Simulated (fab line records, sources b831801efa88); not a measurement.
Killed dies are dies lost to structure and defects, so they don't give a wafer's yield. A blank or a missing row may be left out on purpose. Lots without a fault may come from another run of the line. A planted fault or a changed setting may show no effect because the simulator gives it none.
Split-lot experiment | flow gf180mcu | 5 lots, 23 wafers read, on a route of 602 steps

THE SPLIT
At GF_V3_CMP_26 (polishes, stops on SiO2, t overpolish 15 s, target thk 0 nm), the setting t_overpolish_s was moved away from the recipe's 15 s on 8 of the 23 wafers read, by -24.3% to +22.3%. The other wafers ran this setting at the recipe's value.

The reading is taken at the split's own step.

THE READING
overpolish_run_s, in s, at GF_V3_CMP_26 (polishes, stops on SiO2, t overpolish 15 s, target thk 0 nm). Fault-free wafers of this fab line usually give 14.999 s, standard deviation 0.0098 s.

wafer  | tool, chamber at the split | t_overpolish_s as run, s | against the recipe | overpolish_run_s, s | against lot-mates on the recipe
L074.4 | cmp-02, 3                  | 18.35                    | +22.3%             | 18.361              | +3.361
L074.1 | cmp-02, 0                  | 18.35                    | +22.3%             | 18.347              | +3.347
L074.3 | cmp-02, 1                  | 15                       | recipe             | 15.001              | -
L074.2 | cmp-02, 2                  | 15                       | recipe             | 15.002              | -
L074.6 | cmp-02, 3                  | 15                       | recipe             | 14.996              | -
L076.2 | cmp-01, 3                  | 15                       | recipe             | 14.997              | -
L076.4 | cmp-01, 0                  | 15                       | recipe             | 15.003              | -
L076.1 | cmp-01, 2                  | 15                       | recipe             | 14.984              | -
L076.5 | cmp-01, 3                  | 15                       | recipe             | 14.995              | -
L076.6 | cmp-01, 0                  | 15                       | recipe             | 15.011              | -
L077.1 | cmp-01, 0                  | 15                       | recipe             | 14.992              | -
L077.6 | cmp-01, 0                  | 15                       | recipe             | 15.002              | -
L077.5 | cmp-01, 1                  | 15                       | recipe             | 14.987              | -
L078.2 | cmp-02, 0                  | 11.36                    | -24.3%             | 11.351              | -3.648
L078.4 | cmp-02, 1                  | 11.36                    | -24.3%             | 11.354              | -3.646
L078.1 | cmp-02, 3                  | 11.36                    | -24.3%             | 11.360              | -3.639
L078.5 | cmp-02, 0                  | 15                       | recipe             | 15.001              | -
L078.6 | cmp-02, 1                  | 15                       | recipe             | 14.998              | -
L080.3 | cmp-02, 0                  | 12.12                    | -19.2%             | 12.120              | -2.873
L080.4 | cmp-02, 2                  | 12.12                    | -19.2%             | 12.109              | -2.884
L080.2 | cmp-02, 3                  | 15                       | recipe             | 15.008              | -
L080.6 | cmp-02, 0                  | 12.12                    | -19.2%             | 12.129              | -2.864
L080.5 | cmp-02, 1                  | 15                       | recipe             | 14.979              | -

THE FIT
A straight line over all 23 wafers: overpolish_run_s changes by +0.15 s for each +1% of t_overpolish_s; r = +1.00; the points scatter about the line by 0.0084 s.
The same after taking each lot's own level away (the mean of its wafers on the recipe; 23 wafers): +0.15 s for each +1%; r = +1.00; scatter 0.0084 s.
On that fit, the largest move of t_overpolish_s shifts the reading by 3.6 s.
The lots' own levels span 14.9935 to 14.9997 s, that is 0.6 times the standard deviation above.
So the lot-to-lot level changes the slope little: the two slopes agree.
Check: with one of the wafers moved furthest among these (-24.3%) left out of the fit, the line predicts -3.64 s for it against its lot-mates. It came out at -3.65 s against them.
Tool readings at the split's step, against how far the setting was moved: overpolish_run_s r = +1.00.

OTHER SPLITS ON THESE WAFERS
These wafers also went through other splits before the reading. Each is held against what the fit with the lots' levels taken away leaves over:
other split on the same wafers | wafers away from the commonest value | r with overpolish_run_s (lot level and that fit taken away)
GF_V3_PEB_12 peb_time_s        | 11                                   | +0.06

THE FILE'S OWN FIT
overpolish_run_s changes by +0.15 s for each +1% of t_overpolish_s, r = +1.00.
